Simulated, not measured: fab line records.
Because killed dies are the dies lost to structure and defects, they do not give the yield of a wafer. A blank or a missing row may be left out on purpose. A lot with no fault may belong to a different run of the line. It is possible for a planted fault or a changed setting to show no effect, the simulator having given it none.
Struck lot and sound lot, side by side -- flow sky130 -- 15 out of 708 route steps
Sound: these wafers, L402.3, L402.4, L402.5. Wafers struck: L409.1, L409.3, L409.5. The cause comes at the end.
Per side, at each step with rows, come the tool, then ch with its chambers, and then its first start. Under that, the readings that differ: sound wafers -- struck wafers -- difference of the means -- sigmas: that difference in standard deviations of wafers without a fault.
alike: readings with means less than 2 such deviations apart, plus words and numbers identical on both sides. not compared: withheld readings, readings lacking a value on some wafer, bounds such as >300 that could conceal the same value, and numbers that have no deviation in the record and whose values overlap.
A row with sigmas, a row that says differs or no value, or rows on one side alone: a step with any of these is where the two part. Numbers that have no deviation but don't overlap get no sigmas and don't part them. Lack of a reading on every wafer of one side parts them only where that side has two or more wafers.

SKY_NWELL_RS_MEAS_29: the measuring method here is four-point-probe.
  sound on film_metro-01 at day 6 06:48; struck on film_metro-01 at day 8 12:52
  alike: NWELL_RS
SKY_NWELL_RS_MEAS_31: the measuring method here is four-point-probe.
  sound on film_metro-01 at day 6 07:02; struck on film_metro-01 at day 8 13:07
  alike: PWDE_RS
then, 7 steps without rows for these wafers: SKY_VT_ADJUST_HVTP_DEHYDRATE_00 (time 60 s); SKY_VT_ADJUST_HVTP_HMDS_01 (prime time 60 s); SKY_VT_ADJUST_HVTP_COAT_02 (resist thk 1140 nm); SKY_VT_ADJUST_HVTP_SOFTBAKE_03 (time 60 s); SKY_VT_ADJUST_HVTP_EXPOSE_04 (exposes mask HVTPM, target cd 380 nm); SKY_VT_ADJUST_HVTP_PEB_05; SKY_VT_ADJUST_HVTP_DEVELOP_06 (develop time 60 s).
SKY_VT_ADJUST_HVTP_CD_MEAS_07: the cd target is 380 nm.
  sound on cd_sem-01 at day 7 00:39; struck on cd_sem-02 at day 9 09:41
  alike: cd_nm
SKY_VT_ADJUST_HVTP_OVL_MEAS_08:
  sound on overlay-02 at day 7 00:44; struck on overlay-01 at day 9 09:49
  alike: VT_ADJUST_HVTP_OVL
SKY_VT_ADJUST_HVTP_IMPLANT_09:
  sound on implanter-01 ch 0, day 7 00:49; struck on implanter-04 ch 0, day 9 09:50
reading,sound,struck,difference,sigmas
beam_energy_keV,149.98 149.96 150.08,162.89 162.87 162.86,+12.87,+99 or more
model.implant.rp_nm (nm),83.31 83.31 83.31,92.24 92.24 92.24,+8.93,
model.implant.drp_nm (nm),33.4 33.4 33.4,35.75 35.75 35.75,+2.35,
SKY_VT_ADJUST_HVTP_STRIP_10: strips in O2/N2.
  sound on plasma_asher-02 ch 0,1, day 7 00:58; struck on plasma_asher-04 ch 0,1, day 9 09:59
  alike: drypump_motor_current_A, n2_flow_sccm, oes_product_au, strip_time_to_endpoint_s
  not compared: rf_hours_counter_h
SKY_VT_ADJUST_HVTP_TW_MEAS_11:
  sound on film_metro-04 at day 7 01:02; struck on film_metro-04 at day 9 10:19
reading,sound,struck,difference,sigmas
VT_ADJUST_HVTP_TW,1345 1338 1347,1397 1391 1390,+49,+6
  not compared: hold
-- the record jumps here: 39 days lie between the struck wafers' starts before and after (it left off in module VT_ADJUST_HVTP and takes up again in module PAD_OPEN, whose first step shown is number 708 of the route) --
SKY_PAD_OPEN_PROBE_99:
  sound on prober-01 at day 46 13:32; struck on prober-01 at day 48 10:34
reading,sound,struck,difference,sigmas
killed_on_rim,12 12 15,24 19 19,+8,+2
model.etest.tip_p.rs_ohm_sq,6892 6949 6869,6565 6629 6594,-307,
model.etest.pfet_01v8.r_on_ohm_um,2923 2919 2925,2730 2732 2742,-188,
model.etest.pfet_01v8.drive_ua_um,188.4 190.7 188.8,207.8 206 206.3,+17.4,
model.etest.pfet_01v8_mvt.drive_ua_um,148.9 149.1 150,165.3 164.6 164.3,+15.4,
model.etest.pfet_01v8_hvt.drive_ua_um,140.1 140.2 139.8,154.8 156.1 157.9,+16.2,
model.etest.sram_pfet_latch.drive_ua_um,139.2 135.9 139.4,159.4 159.5 160.3,+21.6,
model.etest.pfet_01v8_mvt.off_log10_a_um,-10.84 -10.7 -10.67,-9.349 -9.491 -9.558,+1.271,
model.etest.pfet_01v8.off_log10_a_um,-9.856 -9.646 -9.755,-8.924 -8.82 -8.964,+0.850,
  alike: killed_at_M0_to_M3, killed_at_M4_up, killed_at_contacts, killed_at_front_end, killed_at_other, killed_dies, killed_open, killed_short

## WHERE THEY PART
At SKY_VT_ADJUST_HVTP_IMPLANT_09 first; at SKY_PAD_OPEN_PROBE_99 last (within this record only).

WHY: the cause the simulator had injected
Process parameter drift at SKY_VT_ADJUST_HVTP_IMPLANT_09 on implanter-04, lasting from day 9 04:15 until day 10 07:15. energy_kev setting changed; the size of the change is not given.
